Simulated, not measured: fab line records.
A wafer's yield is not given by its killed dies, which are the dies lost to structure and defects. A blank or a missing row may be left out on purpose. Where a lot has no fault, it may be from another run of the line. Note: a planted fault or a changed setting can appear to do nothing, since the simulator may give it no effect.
8D (eight disciplines) problem report, filled in by code	flow sky130	the parts of the form that need people (team, actions taken, sign-off) are left out

1. THE ISSUE
Across 2 wafers from 2 lots, LI_CONTACT_HDPCVD_THK at SKY_LI_CONTACT_THK_MEAS_01 averages 556 nm, while fault-free wafers read 934 nm with a standard deviation of 9.2. Relative to the usual mean, that is a shift of -41 standard deviations.
The first sign was on wafer L980.3 at day 30 21:00, on filmMetro-03. Wafers with a number at this step in the record: 32, from 11 lots. Rule for "out" (also "out of limits"): further than 4 standard deviations from the usual mean. The rest of the wafers with a number are treated as sound.

2. WHAT IT IS AND WHAT IT IS NOT
question	is	is not
which readings at this step	LI_CONTACT_HDPCVD_THK	-
which lots	L980, L981	L973, L975, L976, L990, L992, L993, L994, L995, L996
which wafers of those lots	L980.3, L981.2	L980.1, L980.5, L981.1, L981.5
read on which gauges	filmMetro-02, filmMetro-03	filmMetro-01
when	from day 30 21:00	up to then (11 sound wafers); but 19 sound wafers of L981, L990, L992, L993, L994, L995, L996 came after

3. THE SUSPECTS, EACH WITH WHAT RULES IT OUT
Counting: if a tool at a process step up to the reading ran every lot that is out, it stays a suspect. Sound lots after the first of them don't rule it out here, since some wafers of a struck lot are sound.
- ruled out: the gauge at SKY_LI_CONTACT_THK_MEAS_01. The wafers that are out were read on 2 gauges (filmMetro-02, filmMetro-03).
- hdpcvd-01 at SKY_LI_CONTACT_HDPCVD_00 (deposits PSG, target thk 930 nm, time 155 s): kept. It ran every lot that is out, first L980 (day 30 20:54); its last sound lot up to then is L976 (day 29 13:20).
- At SKY_LI_CONTACT_HDPCVD_00, inside hdpcvd-01: chamber 0 took the wafers that are out, while their sound lot-mates went through chambers 1, 2.
The count leaves hdpcvd-01 at SKY_LI_CONTACT_HDPCVD_00.

4. THE CAUSE (what the simulator had put in)
hdpcvd-01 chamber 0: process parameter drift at SKY_LI_CONTACT_HDPCVD_00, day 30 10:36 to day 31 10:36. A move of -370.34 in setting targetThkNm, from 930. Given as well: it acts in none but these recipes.
After counting, this tool was the only one left.

5. THE EFFECT CHAIN, in route order
Each row: a reading whose mean over the struck wafers that have a number lies more than 3 standard deviations from the usual. Scope: only readings with a usual standard deviation given in the record; hours: median across lots of the time from each lot's start at the first step in this table that gives one to its start at this step; sigmas: change in usual standard deviations.
hours	step	reading	usual	on struck wafers	change	sigmas
0	SKY_LI_CONTACT_THK_MEAS_01	LI_CONTACT_HDPCVD_THK	934 nm	556	-378	-41
0	SKY_LI_CONTACT_CMP_02	timeToEndpointS	33 s	16	-16	-4.6
27	SKY_LI_CONTACT_ETCH_15	oesProductAu	0.837 a.u.	0.802	-0.034	-7.7
Process steps it contains:
- SKY_LI_CONTACT_CMP_02: polishes PSG.
- SKY_LI_CONTACT_ETCH_15: etches PSG in C4F8/O2/Ar, stops on Si, target depth 600 nm.
Later steps that measure or inspect, where all struck wafers having a row at the step show a number for every such reading and not one has moved that far: SKY_LI_CONTACT_RS_MEAS_22.

6. HOW IT WOULD HAVE BEEN CAUGHT EARLIER
Counted from the fault's start at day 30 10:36, it took 10 hours until the first out-of-limits reading at a measuring or inspecting step in this record, taken at day 30 21:00.
No tool reading at SKY_LI_CONTACT_HDPCVD_00 that has a usual standard deviation in the record was out on any struck wafer, so an alarm limit of 4 standard deviations on those readings would not have fired.
Lots out: 2; of these, L981 started SKY_LI_CONTACT_HDPCVD_00 on hdpcvd-01 after day 30 21:00. Putting the tool on hold at that point would have spared it.
